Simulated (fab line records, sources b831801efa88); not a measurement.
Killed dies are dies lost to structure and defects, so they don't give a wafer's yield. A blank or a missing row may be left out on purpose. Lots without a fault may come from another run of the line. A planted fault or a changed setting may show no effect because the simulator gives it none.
fab line records | flow sky130
record lots=13 wafers=39 last_day=50
route steps=708 shown CONTACT@433 VIA4@657 METAL5@662 PAD_OPEN@708
lots that met no fault: from a run of the same line without faults
start_h: hours from the record's first day to the start of the lot's first wafer shown | wait_h: hours since the lot's step before | " the same as in the row above | L1.1+2: a row that stands for several wafers | - no value, or no start given | * or withheld: withheld | < > ~ a bound
route shown NAME@n: a module of which the file shows steps, and the number in the route of the first | usual: mean/standard deviation of fault-free wafers | same: alike in all rows | chamber/n: place in a boat | sites: the reading at each site | _std_site: their standard deviation | _edge_site: outer sites' mean less inner sites' | radius_mm: how far each site lies from the wafer's centre | mask NAME#n: copy n | behind: the tool/chamber that last shaped the wafer | hold: why the lot was held/for how many hours/how that ended | device: the transistor (n, p or np) that didn't switch | end of line: the same wafers' tests at the end of the route | a step without rows: its recipe alone | killed: dies lost to structure and defects at the first sort, not the wafer's yield | map: a wafer's dies, x killed, . not, _ none there
set.NAME: the setting as run; set.NAME@STEP: as run at that earlier step | model.NAME: the simulator's own value behind a step, which no gauge read
steps of the route over a sample of lots; a table a step, a row a wafer
services: from which hour (start_h, from the record's first day; less than 0 if before it) a tool's chamber was out of use, for how many hours, and why
## steps
# step SKY_CONTACT_CMP_27
# recipe stop_on=SiO2 t_overpolish_s=15 down_force_psi=3.5 platen_rpm=60 target_thk_nm=0 pad_velocity_m_s=0.94248
# usual motor_current_A=11.0/1.1 overpolish_run_s=15.000/0.0087 time_to_endpoint_s=83/3.7
# columns lot.wafer tool chamber start_h wait_h motor_current_A overpolish_run_s time_to_endpoint_s
L932.2 cmp-02 2 748.22 0.0 10.9 15.001 78
L932.3 " 3 " " 9.5 14.998 84
L932.1 " 0 " " 10.6 15.002 79
L934.3 cmp-01 3 768.83 0.1 12.7 14.990 83
L934.2 " 0 " " 10.2 14.989 81
L934.6 " 2 " " 11.1 15.006 81
L936.2 cmp-01 2 789.17 0.2 10.5 14.993 79
L936.5 " 3 " " 12.5 14.996 85
L936.6 " 0 " " 10.4 15.010 84
L935.4 cmp-01 0 789.99 0.0 10.3 15.007 84
L935.3 " 3 " " 13.0 15.006 86
L935.5 " 0 " " 10.5 15.003 84
L939.4 cmp-02 2 800.57 0.2 11.0 14.985 87
L939.5 " 3 " " 9.6 15.004 86
L939.6 " 0 " " 10.4 14.988 93
L940.2 cmp-01 2 810.80 0.0 11.3 15.004 85
L940.1 " 3 " " 13.1 15.001 87
L940.3 " 0 " " 10.2 14.996 86
L941.4 cmp-01 2 822.37 0.1 11.1 15.001 87
L941.5 " 0 " " 10.4 15.001 83
L941.6 " 1 " " 12.8 15.011 88
L946.1 cmp-02 2 849.20 0.1 11.8 14.999 81
L946.5 " 1 " " 10.9 15.001 82
L946.6 " 2 " " 11.5 14.998 84
L948.4 cmp-02 0 869.61 0.1 10.6 15.018 82
L948.3 " 1 " " 11.4 14.994 80
L948.5 " 2 " " 11.9 15.002 77
L949.2 cmp-02 3 874.84 0.1 9.0 15.023 81
L949.1 " 2 " " 11.9 14.989 77
L949.6 " 0 " " 10.7 15.024 80
L950.4 cmp-02 1 883.19 0.0 12.2 15.010 85
L950.2 " 3 " " 9.9 14.982 83
L950.1 " 0 " " 10.6 15.005 82
L952.3 cmp-02 2 894.87 0.1 12.0 14.990 79
L952.4 " 3 " " 10.2 14.994 84
L952.5 " 2 " " 11.5 15.003 81
L953.4 cmp-02 3 907.61 0.0 9.3 15.004 79
L953.3 " 1 " " 11.7 15.005 77
L953.2 " 2 " " 11.5 14.991 75
# step SKY_VIA4_CVD_18
# recipe material=W target_thk_nm=505 time_s=152.14 temp_c=400 pressure_torr=40
# usual heater_power_w=860/72
# columns lot.wafer tool chamber start_h wait_h heater_power_w
L932.1 cvd_w-02 0 1013.74 0.0 869
L932.2 " 1 " " 958
L932.3 " 0 " " 848
L934.2 cvd_w-01 1 1033.50 0.0 759
L934.3 " 1 " " 757
L934.6 " 1 " " 769
L936.2 cvd_w-01 0 1049.30 0.0 867
L936.5 " 0 " " 850
L936.6 " 1 " " 769
L935.3 cvd_w-02 0 1053.05 0.1 842
L935.4 " 1 " " 925
L935.5 " 0 " " 839
L939.4 cvd_w-02 1 1058.10 0.1 941
L939.5 " 1 " " 979
L939.6 " 0 " " 870
L940.1 cvd_w-01 1 1069.70 0.0 771
L940.2 " 0 " " 820
L940.3 " 0 " " 827
L941.4 cvd_w-02 0 1077.89 0.1 842
L941.5 " 1 " " 965
L941.6 " 0 " " 849
L946.1 cvd_w-02 1 1097.56 0.0 980
L946.5 " 0 " " 880
L946.6 " 1 " " 975
L948.3 cvd_w-02 1 1116.72 0.1 996
L948.4 " 0 " " 848
L948.5 " 0 " " 845
L949.1 cvd_w-02 0 1120.10 0.0 835
L949.2 " 1 " " 958
L949.6 " 0 " " 853
L950.1 cvd_w-01 0 1126.17 0.0 821
L950.2 " 1 " " 763
L950.4 " 1 " " 773
L952.3 cvd_w-01 1 1135.70 0.1 747
L952.4 " 0 " " 849
L952.5 " 1 " " 756
L953.2 cvd_w-01 0 1144.27 0.0 821
L953.3 " 1 " " 769
L953.4 " 0 " " 820
# step SKY_METAL5_SPUTTER_01
# recipe material=TiN target_thk_nm=20 power_w=6500 time_s=16.7 chamber_pressure_pa=0.4
# usual throttle_valve_pct=30.2/0.8
# columns lot.wafer tool chamber start_h wait_h throttle_valve_pct
L932.1 pvd_sputter-01 - 1014.39 0.0 32.4
L932.2 " - " " 29.6
L932.3 " - " " 30.7
L934.2 pvd_sputter-02 - 1034.21 0.0 29.5
L934.3 " - " " 30.5
L934.6 " - " " 29.6
L936.2 pvd_sputter-02 - 1049.96 0.0 30.4
L936.5 " - " " 29.6
L936.6 " - " " 30.5
L935.3 pvd_sputter-03 - 1053.85 0.0 30.6
L935.4 " - " " 29.0
L935.5 " - " " 29.7
L939.4 pvd_sputter-02 - 1058.70 0.0 29.7
L939.5 " - " " 30.1
L939.6 " - " " 29.5
L940.1 pvd_sputter-02 - 1070.36 0.0 30.8
L940.2 " - " " 29.8
L940.3 " - " " 30.4
L941.4 pvd_sputter-03 - 1078.49 0.0 29.3
L941.5 " - " " 30.7
L941.6 " - " " 28.8
L946.1 pvd_sputter-01 - 1098.21 0.0 32.6
L946.5 " - " " 30.7
L946.6 " - " " 29.7
L948.3 pvd_sputter-02 - 1117.33 0.0 30.3
L948.4 " - " " 30.9
L948.5 " - " " 31.1
L949.1 pvd_sputter-02 - 1120.76 0.0 30.3
L949.2 " - " " 29.7
L949.6 " - " " 29.7
L950.1 pvd_sputter-02 - 1128.42 0.0 29.6
L950.2 " - " " 30.3
L950.4 " - " " 30.5
L952.3 pvd_sputter-02 - 1136.31 0.0 30.4
L952.4 " - " " 30.9
L952.5 " - " " 29.8
L953.2 pvd_sputter-03 - 1144.93 0.0 29.6
L953.3 " - " " 30.6
L953.4 " - " " 29.5
# step SKY_METAL5_SPUTTER_02
# recipe material=AlCu target_thk_nm=1150 power_w=10600 time_s=61.2 chamber_pressure_pa=0.4
# usual throttle_valve_pct=30.2/0.82
# columns lot.wafer tool chamber start_h wait_h throttle_valve_pct
L932.1 pvd_sputter-01 - 1014.42 0.0 32.1
L932.2 " - " " 29.6
L932.3 " - " " 30.4
L934.2 pvd_sputter-02 - 1034.23 0.0 29.8
L934.3 " - " " 30.4
L934.6 " - " " 29.6
L936.2 pvd_sputter-02 - 1049.98 0.0 30.4
L936.5 " - " " 29.6
L936.6 " - " " 30.8
L935.3 pvd_sputter-03 - 1053.88 0.0 30.6
L935.4 " - " " 28.9
L935.5 " - " " 29.5
L939.4 pvd_sputter-02 - 1058.73 0.0 29.7
L939.5 " - " " 30.3
L939.6 " - " " 29.8
L940.1 pvd_sputter-02 - 1070.38 0.0 30.5
L940.2 " - " " 29.6
L940.3 " - " " 29.9
L941.4 pvd_sputter-03 - 1078.52 0.0 29.4
L941.5 " - " " 30.6
L941.6 " - " " 29.0
L946.1 pvd_sputter-01 - 1098.24 0.0 32.1
L946.5 " - " " 30.6
L946.6 " - " " 29.8
L948.3 pvd_sputter-02 - 1117.35 0.0 30.6
L948.4 " - " " 31.0
L948.5 " - " " 30.8
L949.1 pvd_sputter-02 - 1120.78 0.0 30.4
L949.2 " - " " 29.6
L949.6 " - " " 29.7
L950.1 pvd_sputter-02 - 1128.45 0.0 29.6
L950.2 " - " " 30.2
L950.4 " - " " 30.6
L952.3 pvd_sputter-02 - 1136.33 0.0 30.6
L952.4 " - " " 30.7
L952.5 " - " " 29.6
L953.2 pvd_sputter-03 - 1144.95 0.0 29.4
L953.3 " - " " 30.2
L953.4 " - " " 29.2
# step SKY_PAD_OPEN_PROBE_99
# usual killed_at_M0_to_M3=43/6.8 killed_at_M4_up=3.1/1.6 killed_at_contacts=24/5.4 killed_at_front_end=16/4.4 killed_at_other=0.2/0.48 killed_dies=87/8.8 killed_on_rim=17/3.4 killed_open=48/6.4 killed_short=39/6.2
# same gross_dies=492 killed_at_back_side=0
# columns lot.wafer tool chamber start_h wait_h killed_at_M0_to_M3 killed_at_M4_up killed_at_contacts killed_at_front_end killed_at_other killed_dies killed_on_rim killed_open killed_short
L940.1 prober-02 - 1134.87 0.1 36 2 247 11 0 296 58 42 25
L940.2 prober-02 - 1134.92 0.1 24 5 260 11 0 300 61 37 25
L940.3 prober-02 - 1134.97 0.2 42 4 270 9 0 325 60 38 26
L941.4 prober-01 - 1141.73 0.2 31 1 280 9 0 321 63 35 25
L941.5 prober-01 - 1141.78 0.2 42 3 254 15 0 314 63 44 35
L941.6 prober-01 - 1141.83 0.2 37 3 263 17 0 320 71 43 28
# killed by level:class
L940.1 CONTACT:unspecified=229 VIA3:geometric_particle:open=9 LI_CONTACT:geometric_particle:open=8 VIA1:geometric_particle:open=7 CONTACT:geometric_particle:open=5 FIELD_ISO:geometric_particle:short=4 VIA2:geometric_particle:open=3 METAL1:geometric_particle:short=3
L940.2 CONTACT:unspecified=238 CONTACT:geometric_particle:open=12 VIA1:geometric_particle:open=6 METAL2:geometric_particle:short=5 POLY_GATE:geometric_particle:open=4 METAL4:geometric_particle:short=4 LI_CONTACT:geometric_particle:open=3 LOCAL_INTERCONNECT:geometric_particle:short=3
L940.3 CONTACT:unspecified=261 VIA1:geometric_particle:open=15 METAL2:geometric_particle:short=6 VIA3:geometric_particle:open=5 CONTACT:geometric_particle:open=4 METAL1:geometric_particle:short=4 VIA3:geometric_particle:short=4 SONOS_ONO:geometric_particle:open=3
L941.4 CONTACT:unspecified=261 CONTACT:geometric_particle:open=8 VIA1:geometric_particle:open=6 VIA2:geometric_particle:open=5 LOCAL_INTERCONNECT:geometric_particle:short=5 VIA3:geometric_particle:open=5 LI_CONTACT:geometric_particle:open=4 METAL1:geometric_particle:short=4
L941.5 CONTACT:unspecified=235 LI_CONTACT:geometric_particle:open=9 VIA1:geometric_particle:open=9 METAL1:geometric_particle:short=7 VIA2:geometric_particle:open=7 VIA1:geometric_particle:short=6 CONTACT:geometric_particle:open=6 POLY_GATE:geometric_particle:short=5
L941.6 CONTACT:unspecified=249 VIA2:geometric_particle:open=7 VIA1:geometric_particle:open=7 FIELD_ISO:geometric_particle:open=5 LI_CONTACT:geometric_particle:open=4 LOCAL_INTERCONNECT:geometric_particle:short=4 CONTACT:geometric_particle:open=4 POLY_GATE:geometric_particle:open=3
## services
# columns tool chamber start_h hours kind
cmp-02 - 744.00 4.0 pm
cvd_w-02 - 750.49 2.8 pm
cmp-02 - 769.91 0.8 repair
cmp-02 - 780.19 1.7 repair
cvd_w-02 0 797.68 13.3 repair
cmp-02 - 821.38 4.5 pm
cvd_w-02 - 828.51 0.6 repair
cmp-02 - 850.99 2.2 repair
cvd_w-02 1 866.69 14.3 repair
cvd_w-02 0 892.23 10.6 repair
cvd_w-02 1 894.14 20.5 repair
cvd_w-02 1 919.29 6.9 repair
cmp-02 - 938.13 0.3 repair
cmp-02 - 943.38 0.5 repair
pvd_sputter-02 - 972.30 2.4 repair
cmp-02 - 995.38 1.0 repair
cmp-02 - 1012.54 1.5 repair
cmp-02 - 1058.08 0.2 repair
cmp-02 - 1068.08 1.5 repair
pvd_sputter-02 - 1082.81 2.0 repair
cmp-02 - 1084.00 4.0 pm
cmp-02 - 1087.78 1.1 repair
cmp-02 - 1125.28 6.7 repair
cmp-02 - 1126.35 5.1 repair
## key
first_sign step=SKY_PAD_OPEN_PROBE_99 reading=killed_at_contacts direction=up sigmas=44 usual=24 struck=262
effect step=SKY_PAD_OPEN_PROBE_99 reading=killed_dies direction=up sigmas=26 usual=87 struck=313
met_at SKY_CONTACT_CMP_27
struck_lots L940,L941
tester_left_out L940,L941
not_acting_at SKY_VIA4_CVD_18,SKY_METAL5_SPUTTER_01,SKY_METAL5_SPUTTER_02
onset_between 789.99 810.80
fault kind=chamber_particle_source tool=cmp-01 chamber=- onset_h=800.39 steps=SKY_CONTACT_CMP_27 rate_per_visit_cm2=1.4487 end_h=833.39
# tester_left_out: of these lots the tester's yield and bins aren't shown, on N5 and GAA mostly nor the transistor test; their killed dies are dies lost to structure and defects alone, not to doping, threshold or leakage, so they don't give the yield
